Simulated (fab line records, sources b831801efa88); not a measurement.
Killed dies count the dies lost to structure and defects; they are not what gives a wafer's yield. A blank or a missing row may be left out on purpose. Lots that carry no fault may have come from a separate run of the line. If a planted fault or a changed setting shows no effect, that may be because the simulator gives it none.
A lot that was struck, set against a sound lot | flow sfq-line | 15 out of 325 route steps
Sound: the wafers L365.1, L365.3, L365.6. Struck: wafer L357.5 (L357.1, L357.6, from the same lot, were not struck and are left out); the cause is given at the end.
Each step with rows lists, per side, the tool, then ch with its chambers, then its first start. Under that, the readings that differ: sound wafers | struck wafers | difference of the means | sigmas: that difference in standard deviations of wafers without a fault.
alike: a reading whose means differ by less than 2 such deviations, as well as words and numbers matching on both sides. not compared: withheld readings; readings where some wafer has no value; bounds like >300 that might hide an equal value; numbers whose values overlap and for which the record gives no deviation.
The two part at a step that has a row with sigmas, a row that says differs or no value, or rows on one side only. When numbers do not overlap yet have no deviation, they are printed without sigmas and do not part them. A reading missing from all wafers of one side parts the sides only when that side holds two or more wafers.

first, 1 step without rows for these wafers: SFQ_TRILAYER_M0_STRIP_SOLV_CLEAN_026 (cleans in NMP, time 600 s).
SFQ_TRILAYER_I0_DEP_PECVD_027: deposits SiO2 from SiH4/N2O, time 111.11 s, target thk 500 nm.
  sound on pecvd-04 ch 0,1, day 18 05:27; struck on pecvd-04 ch 2, day 13 23:41
  alike: heater-power-w, throttle-valve-pct
  not compared: since-wet-clean-h
SFQ_TRILAYER_I0_CMP_CMP_028: polishes SiO2.
  sound on cmp-01 ch 0,1, day 18 05:40; struck on cmp-02 ch 1, day 14 01:46
  alike: motor-current-A, time-to-endpoint-s
SFQ_I0_BOW_MEAS_907:
  sound on film-metro-03 at day 18 08:40; struck on film-metro-02 at day 14 02:46
  alike: I0_BOW
SFQ_TRILAYER_I0_METRO_MEASURE_029:
  sound on film-metro-03 at day 18 08:47; struck on film-metro-02 at day 14 02:53
  alike: thk-nm
then, 6 steps without rows for these wafers: SFQ_TRILAYER_I0_VIA_LITHO_COAT_036 (resist thk 62 nm); SFQ_TRILAYER_I0_VIA_LITHO_COAT_031 (resist thk 650 nm); SFQ_TRILAYER_I0_VIA_LITHO_SOFTBAKE_035; SFQ_TRILAYER_I0_VIA_LITHO_EXPOSE_032 (exposes mask I0, target cd 500 nm); SFQ_TRILAYER_I0_VIA_LITHO_PEB_034 (peb time 60 s); SFQ_TRILAYER_I0_VIA_LITHO_DEVELOP_033 (time 60 s).
-- the record jumps here: 6 days lie between the struck wafers' starts before and after --
SFQ_I0_OVL_MEAS_908:
  sound on overlay-01 at day 25 08:41; struck on overlay-01 at day 20 04:25
  alike: I0_OVL
SFQ_TRILAYER_I0_VIA_BARC_OPEN_VIA_ETCH_046: etches BARC in O2, target depth 125 nm, time 41.7 s.
  sound on rie-diel-03 ch 0,2,3, day 25 08:43; struck on rie-diel-01 ch 3, day 20 04:28
  reading                                                 | sound             | struck | difference | sigmas
  model.KrF_of_TRILAYER_I0_VIA_LITHO_COAT_031.thk-nm (nm) | 574.9 574.2 574.2 | 582.4  | +8.0       |
  alike: drypump-motor-current-A, oes-product-au
  not compared: rf-hours-counter-h
SFQ_TRILAYER_I0_VIA_ETCH_VIA_ETCH_034: etches SiO2 in CHF3, stops on Nb, target depth 260 nm.
  sound on rie-diel-03 ch 0,2,3, day 25 08:46; struck on rie-diel-01 ch 3, day 20 04:30
  reading                                                 | sound             | struck | difference | sigmas
  model.KrF_of_TRILAYER_I0_VIA_LITHO_COAT_031.thk-nm (nm) | 529.8 529.4 529.4 | 537.5  | +8.0       |
  alike: drypump-motor-current-A, oes-product-au
SFQ_TRILAYER_I0_VIA_STRIP_STRIP_035: strips in O2.
  sound on rie-metal-02 ch 1, day 25 08:53; struck on rie-metal-01 ch 1, day 20 04:37
  reading                     | sound       | struck | difference | sigmas
  drypump-motor-current-A (A) | 6.8 6.8 6.8 | 5.9    | -0.9       | -2
  alike: oes-product-au
  not compared: rf-hours-counter-h

## WHERE THEY PART
At SFQ_TRILAYER_I0_VIA_STRIP_STRIP_035 and nowhere else, as far as this record goes.

WHY: what had been put in by the simulator
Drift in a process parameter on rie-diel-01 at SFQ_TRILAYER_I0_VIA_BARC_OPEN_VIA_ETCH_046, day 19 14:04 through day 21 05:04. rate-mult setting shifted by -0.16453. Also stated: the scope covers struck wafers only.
